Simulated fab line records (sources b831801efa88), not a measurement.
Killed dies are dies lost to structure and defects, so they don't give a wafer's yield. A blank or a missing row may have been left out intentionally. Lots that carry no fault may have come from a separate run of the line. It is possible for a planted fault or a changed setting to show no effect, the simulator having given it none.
One fault through the eyes of 2 desks ; flow sfqLine ; each desk holds nothing but its own numbers, with what lay behind them at the end

== TOOL OWNER'S DESK, pvdSputter-03 ==
The tool's own readings at SFQ_TRILAYER_M1_DEP_SPUTTER_037 (material Nb, target thk 200 nm, time 133.3 s): means of the sampled wafers that have a number, for each lot that ran on this tool. If a lot's mean is further than 4 standard deviations from the usual mean, the lot is out of limits and carries the mark OUT (the distance appears in the brackets).
Columns: A = resputterCathodeVoltageV at SFQ_TRILAYER_M1_DEP_SPUTTER_037, usual 400 V; B = throttleValvePct at SFQ_TRILAYER_M1_DEP_SPUTTER_037, usual 30.3 %
lot;first seen here;A;B
L796;day 17 10:47;403;30.0
L801;day 20 07:50;398;30.7
L808;day 24 01:42;400;29.9
L810;day 24 13:49;398;30.4
L812;day 25 04:54;394;30.6
L814;day 25 15:42;392;30.4
This desk's finding: nothing out of limits on any of the 6 lots.

== AT THE METROLOGY DESK ==
What the gauges read for every lot (on any tool): the sampled wafers with a number, averaged. If a lot's mean is further than 4 standard deviations from the usual mean, the lot is out of limits and carries the mark OUT (the distance appears in the brackets).
Columns: A = M1_NB_RS at SFQ_M1_RS_MEAS_909, usual 0.893 ohm/sq
lot;first seen here;A
L796;day 17 10:53;0.892
L798;day 18 06:48;0.894
L799;day 18 19:36;0.900
L801;day 20 07:59;0.891
L802;day 20 16:15;0.896
L803;day 21 03:16;0.899
L804;day 21 17:28;0.882
L806;day 22 21:39;0.898
L807;day 23 11:35;0.881
L808;day 24 01:47;0.903
L810;day 24 13:54;1.188 (+30) OUT
L812;day 25 04:59;1.464 (+57) OUT
L814;day 25 15:49;1.236 (+34) OUT
L817;day 27 03:49;0.889
L819;day 28 03:56;0.899
This desk finds L810, L812, L814 out of limits, with the earliest case on L810 at day 24 13:54 (M1_NB_RS at SFQ_M1_RS_MEAS_909). L796, L798, L799, L801, L802, L803, L804, L806, L807, L808, L817, L819: within limits.

== PUT TOGETHER ==
On L810, L812, L814, the metrology desk was in a position to raise an alarm at day 24 13:54.
The tool owner's desk saw nothing out of limits.
Tool owner's desk: L810, L812, L814 on record, inside its limits.
On pvdSputter-03, each named lot ran SFQ_TRILAYER_M1_DEP_SPUTTER_037.

== WHAT THE SIMULATOR HAD INSERTED ==
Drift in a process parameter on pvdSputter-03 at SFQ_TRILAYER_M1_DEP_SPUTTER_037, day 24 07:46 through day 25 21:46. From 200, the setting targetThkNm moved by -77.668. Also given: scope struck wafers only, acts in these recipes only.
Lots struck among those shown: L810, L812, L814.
Time in hours between the start of the fault and the first out-of-limits reading at each desk: metrology desk, 6.
